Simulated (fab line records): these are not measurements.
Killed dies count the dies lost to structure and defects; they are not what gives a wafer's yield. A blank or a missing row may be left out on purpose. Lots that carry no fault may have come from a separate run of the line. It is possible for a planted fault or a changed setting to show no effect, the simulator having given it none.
A lot that was struck, set against a sound lot :: flow sky130 :: 28 steps out of a route of 708
Sound: these wafers, L768.1, L768.2, L768.5. Wafers struck: L774.1, L774.3, L774.5. The cause comes at the end.
At each step with rows: each side's tool, then ch and its chambers, then its first start. Under that, the readings that differ: sound wafers :: struck wafers :: difference of the means :: sigmas: that difference in standard deviations of wafers without a fault.
alike: readings whose means differ by less than 2 such deviations, and words and numbers that are the same on both sides. not compared: withheld readings, readings that some wafer has no value for, bounds like >300 that may hide the same value, and numbers for which the record gives no deviation and whose values overlap.
A row with sigmas, a row that says differs or no value, or rows on one side alone: a step with any of these is where the two part. Numbers that don't overlap but have no deviation are shown without sigmas and don't part them. A reading missing from all wafers of one side parts the sides only when that side holds two or more wafers.

first, 5 steps without rows for these wafers: SKY_SONOS_ONO_COAT_08 (resist thk 1140 nm); SKY_SONOS_ONO_SOFTBAKE_09 (time 60 s); SKY_SONOS_ONO_EXPOSE_10 (exposes mask ONOM, target cd 410 nm); SKY_SONOS_ONO_PEB_11; SKY_SONOS_ONO_DEVELOP_12 (develop time 60 s).
SKY_SONOS_ONO_CD_MEAS_13 targets a cd of 410 nm.
  sound: cd-sem-02 at day 15 03:40; struck: cd-sem-02 at day 17 04:25
  alike: cd-nm
SKY_SONOS_ONO_OVL_MEAS_14:
  sound: overlay-01 at day 15 03:47; struck: overlay-02 at day 17 04:32
  alike: SONOS_ONO_OVL
SKY_SONOS_ONO_ETCH_15: etches the open film in CHF3/O2, target depth 19.52 nm, time 7.8 s.
  sound on rie-diel-02 ch 0,1,3, day 15 03:49; struck on rie-diel-04 ch 1,3, day 17 04:34
  alike: bias-w, drypump-motor-current-A, oes-product-au, throttle-valve-pct
  not compared: rf-hours-counter-h
then, 1 step without rows for these wafers: SKY_SONOS_ONO_WET_ETCH_16 (etches SiO2 in dHF, target depth 14 nm, time 280 s).
SKY_SONOS_ONO_STRIP_17: strips in O2/N2.
  sound on plasma-asher-02 ch 0,1, day 15 03:56; struck on plasma-asher-04 ch 0,1, day 17 04:41
reading: strip-time-to-endpoint-s (s)
sound: 14.02 14.06 14.01
struck: 14.15 14.10 14.13
difference: +0.10
sigmas: +3
  alike: drypump-motor-current-A, o2-flow-sccm, oes-product-au
  not compared: rf-hours-counter-h
then, 2 steps without rows for these wafers: SKY_SONOS_ONO_WET_ETCH_18 (etches Si3N4 in H3PO4, target depth 15 nm, time 172 s); SKY_GATE_OXIDE_CLEAN_00 (cleans in SC1/SC2, time 150 s).
SKY_GATE_OXIDE_OXIDATION_01: stabilise 600 s, purge 300 s, target thk 10.268 nm.
  sound on furnace-01 ch 0, day 15 04:09; struck on furnace-01 ch 0, day 17 05:32
reading: spike-tc-centre-C (C)
sound: 904.2 900.8 903.2
struck: 883.8 884.2 883.9
difference: -18.8
sigmas: -17

reading: zone-power-centre-pct (%)
sound: 17.7 17.6 17.6
struck: 11.5 11.6 11.7
difference: -6.0
sigmas: -8

reading: zone-power-lower-pct (%)
sound: 18.0 18.5 18.4
struck: 21.6 21.4 21.4
difference: +3.2
sigmas: +4

reading: zone-power-upper-pct (%)
sound: 17.4 17.4 17.5
struck: 20.8 20.5 20.6
difference: +3.2
sigmas: +10
  not compared: model.SiO2_of_GATE_OXIDE_OXIDATION_01.thk-nm
SKY_GATE_OXIDE_THK_MEAS_02:
  sound: film-metro-03 at day 15 05:34; struck: film-metro-02 at day 17 06:57
  alike: GATE_OXIDE_OXIDATION_00_THK
  not compared: hold
then, 6 steps without rows for these wafers: SKY_GATE_OXIDE_HMDS_04 (prime time 60 s); SKY_GATE_OXIDE_COAT_05 (resist thk 1140 nm); SKY_GATE_OXIDE_SOFTBAKE_06 (time 60 s); SKY_GATE_OXIDE_EXPOSE_07 (exposes mask LVOM, target cd 600 nm); SKY_GATE_OXIDE_PEB_08; SKY_GATE_OXIDE_DEVELOP_09 (develop time 60 s).
SKY_GATE_OXIDE_OVL_MEAS_10:
  sound: overlay-02 at day 16 07:17; struck: overlay-02 at day 18 12:04
  alike: GATE_OXIDE_OVL
then, 2 steps without rows for these wafers: SKY_GATE_OXIDE_IMPLANT_11; SKY_GATE_OXIDE_WET_ETCH_12 (etches SiO2 in dHF, target depth 16.8 nm, time 336 s).
SKY_GATE_OXIDE_STRIP_13: strips in O2/N2.
  sound on plasma-asher-02 ch 0,1, day 16 07:35; struck on plasma-asher-01 ch 0,1, day 18 12:21
  alike: drypump-motor-current-A, o2-flow-sccm, oes-product-au, strip-time-to-endpoint-s
  not compared: rf-hours-counter-h
SKY_GATE_OXIDE_TW_MEAS_14:
  sound: film-metro-02 at day 16 07:41; struck: film-metro-02 at day 18 12:27
  alike: GATE_OXIDE_TW
  not compared: hold
SKY_GATE_OXIDE_OXIDATION_16: stabilise 600 s, purge 300 s, target thk 3.57 nm.
  sound on furnace-02 ch 0, day 16 07:51; struck on furnace-01 ch 0, day 18 14:28
reading: zone-power-centre-pct (%)
sound: 14.7 15.0 14.7
struck: 13.6 13.4 13.7
difference: -1.2
sigmas: -2
  alike: spike-tc-centre-C, zone-power-lower-pct, zone-power-upper-pct
  not compared: model.SiO2_of_GATE_OXIDE_OXIDATION_01.thk-nm
then, 1 step without rows for these wafers: SKY_POLY_GATE_CVD_00 (deposits poly-Si, target thk 180 nm, time 720 s).
-- here the record skips 30 days between the struck wafers' starts before and after, leaving off in module POLY_GATE and picking up in module PAD_OPEN (first step shown: number 708 of the route) --
SKY_PAD_OPEN_PROBE_99:
  sound: prober-01 at day 47 18:45; struck: prober-02 at day 48 21:11
reading: model.etest.nfet_16v.r-on-ohm-um
sound: 1.416e+04 1.432e+04 1.419e+04
struck: 1.369e+04 1.387e+04 1.397e+04
difference: -3.800e+02
sigmas: 

reading: model.etest.nfet_05v0_nvt.drive-ua-um
sound: 580.1 578.3 581
struck: 602.5 593.9 590.6
difference: +15.9
sigmas: 

reading: model.etest.nfet_16v.drive-ua-um
sound: 222.4 220.3 226
struck: 232.5 231.5 227.1
difference: +7.5
sigmas: 
  alike: killed_at_M0_to_M3, killed_at_M4_up, killed-at-contacts, killed-at-front-end, killed-at-other, killed-dies, killed-open, killed-short
  not compared: model.etest.pfet-g5v0d10v5.r-on-ohm-um, model.etest.tip-sonos.rs-ohm-sq, model.etest.nfet-g5v0d10v5.r-on-ohm-um, model.etest.nfet-g5v0d10v5.drive-ua-um, model.etest.pfet-g5v0d10v5.drive-ua-um

WHERE THEY PART
Last at SKY_GATE_OXIDE_OXIDATION_16 as far as this record goes, first at SKY_SONOS_ONO_STRIP_17. Later steps at which nothing parts them and some readings are alike: SKY_PAD_OPEN_PROBE_99.

WHY: what had been put in by the simulator
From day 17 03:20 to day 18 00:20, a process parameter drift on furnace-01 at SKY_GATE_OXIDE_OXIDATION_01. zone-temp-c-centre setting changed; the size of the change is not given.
